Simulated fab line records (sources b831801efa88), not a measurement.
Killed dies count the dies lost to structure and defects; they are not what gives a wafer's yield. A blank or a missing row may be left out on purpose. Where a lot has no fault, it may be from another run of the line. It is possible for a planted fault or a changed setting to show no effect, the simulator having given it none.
Matching of chambers :: flow gf180mcu :: rie-si-01 running GF_STI_ETCH_14: 4 sister chambers
The step etches Si in HBr/Cl2/O2, target depth 360 nm, time 102.9 s. 14 wafers are shown with their chamber, then 7 later ones without.

EACH WAFER AND ITS CHAMBER
wafer: L271.1
chamber: 1
throttle-valve-pct (%): 25.667
chamber-pressure-mTorr (mTorr): 15.013
oes-product-au (a.u.): 0.986

wafer: L271.2
chamber: 3
throttle-valve-pct (%): 25.652
chamber-pressure-mTorr (mTorr): 14.987
oes-product-au (a.u.): 1.004

wafer: L271.3
chamber: 0
throttle-valve-pct (%): 25.667
chamber-pressure-mTorr (mTorr): 15.004
oes-product-au (a.u.): 1.005

wafer: L276.2
chamber: 0
throttle-valve-pct (%): 25.672
chamber-pressure-mTorr (mTorr): 14.991
oes-product-au (a.u.): 0.995

wafer: L276.3
chamber: 3
throttle-valve-pct (%): 25.654
chamber-pressure-mTorr (mTorr): 14.995
oes-product-au (a.u.): 1.004

wafer: L276.4
chamber: 1
throttle-valve-pct (%): 25.661
chamber-pressure-mTorr (mTorr): 15.025
oes-product-au (a.u.): 0.985

wafer: L278.1
chamber: 2
throttle-valve-pct (%): 25.665
chamber-pressure-mTorr (mTorr): 15.025
oes-product-au (a.u.): 0.990

wafer: L278.3
chamber: 3
throttle-valve-pct (%): 25.656
chamber-pressure-mTorr (mTorr): 14.989
oes-product-au (a.u.): 0.994

wafer: L278.4
chamber: 0
throttle-valve-pct (%): 25.666
chamber-pressure-mTorr (mTorr): 14.980
oes-product-au (a.u.): 1.014

wafer: L280.1
chamber: 2
throttle-valve-pct (%): 25.651
chamber-pressure-mTorr (mTorr): 15.014
oes-product-au (a.u.): 1.021

wafer: L280.3
chamber: 3
throttle-valve-pct (%): 25.657
chamber-pressure-mTorr (mTorr): 15.008
oes-product-au (a.u.): 1.003

wafer: L280.4
chamber: 1
throttle-valve-pct (%): 25.657
chamber-pressure-mTorr (mTorr): 15.007
oes-product-au (a.u.): 1.003

wafer: L286.3
chamber: 3
throttle-valve-pct (%): 25.655
chamber-pressure-mTorr (mTorr): 14.987
oes-product-au (a.u.): 1.000

wafer: L286.4
chamber: 2
throttle-valve-pct (%): 25.645
chamber-pressure-mTorr (mTorr): 15.004
oes-product-au (a.u.): 1.005

SIGNATURES, as means of the wafers listed above
reading: throttle-valve-pct
chamber 0: 25.66833
chamber 1: 25.66167
chamber 2: 25.65367
chamber 3: 25.65480
scatter within a chamber: 0.00545

reading: chamber-pressure-mTorr
chamber 0: 14.99167
chamber 1: 15.01500
chamber 2: 15.01433
chamber 3: 14.99320
scatter within a chamber: 0.00997

reading: oes-product-au
chamber 0: 1.00467
chamber 1: 0.99133
chamber 2: 1.00533
chamber 3: 1.00100
scatter within a chamber: 0.00969
Rule: a wafer lies at a distance from a chamber equal to the root of the sum of squares, over the readings, of (its reading less the chamber's mean, divided by the reading's scatter). If the next closest chamber is less than 2 further off than the closest, the wafer can't be placed; otherwise it belongs to the closest. The scatter: take each reading less its chamber's mean, square it, sum over the shown wafers, divide by the number of wafers less the number of chambers, and take the root.

WAFERS WHOSE CHAMBER IS MISSING
wafer: L286.5
throttle-valve-pct (%): 25.667
chamber-pressure-mTorr (mTorr): 14.981
oes-product-au (a.u.): 0.988

wafer: L287.3
throttle-valve-pct (%): 25.656
chamber-pressure-mTorr (mTorr): 15.001
oes-product-au (a.u.): 1.004

wafer: L287.4
throttle-valve-pct (%): 25.659
chamber-pressure-mTorr (mTorr): 15.011
oes-product-au (a.u.): 1.003

wafer: L287.6
throttle-valve-pct (%): 25.654
chamber-pressure-mTorr (mTorr): 14.986
oes-product-au (a.u.): 0.984

wafer: L293.1
throttle-valve-pct (%): 25.671
chamber-pressure-mTorr (mTorr): 14.997
oes-product-au (a.u.): 0.983

wafer: L293.2
throttle-valve-pct (%): 25.655
chamber-pressure-mTorr (mTorr): 15.004
oes-product-au (a.u.): 1.006

wafer: L293.3
throttle-valve-pct (%): 25.681
chamber-pressure-mTorr (mTorr): 14.996
oes-product-au (a.u.): 0.995

WHICH CHAMBER EACH ONE RAN IN
wafer: L286.5
from the rows above: can't be placed: 0 or 3 or 1
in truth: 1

wafer: L287.3
from the rows above: can't be placed: 3 or 2 or 1 or 0
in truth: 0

wafer: L287.4
from the rows above: can't be placed: 2 or 1 or 3 or 0
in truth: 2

wafer: L287.6
from the rows above: can't be placed: 3 or 1 or 0 or 2
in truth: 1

wafer: L293.1
from the rows above: can't be placed: 0 or 1 or 3 or 2
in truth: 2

wafer: L293.2
from the rows above: can't be placed: 2 or 3 or 1 or 0
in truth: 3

wafer: L293.3
from the rows above: can't be placed: 0 or 1
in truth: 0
Correct placement for 0 of the 7. Unplaceable from these rows: 7, with the true chamber sitting among the candidates in 7. Wrongly placed: 0.
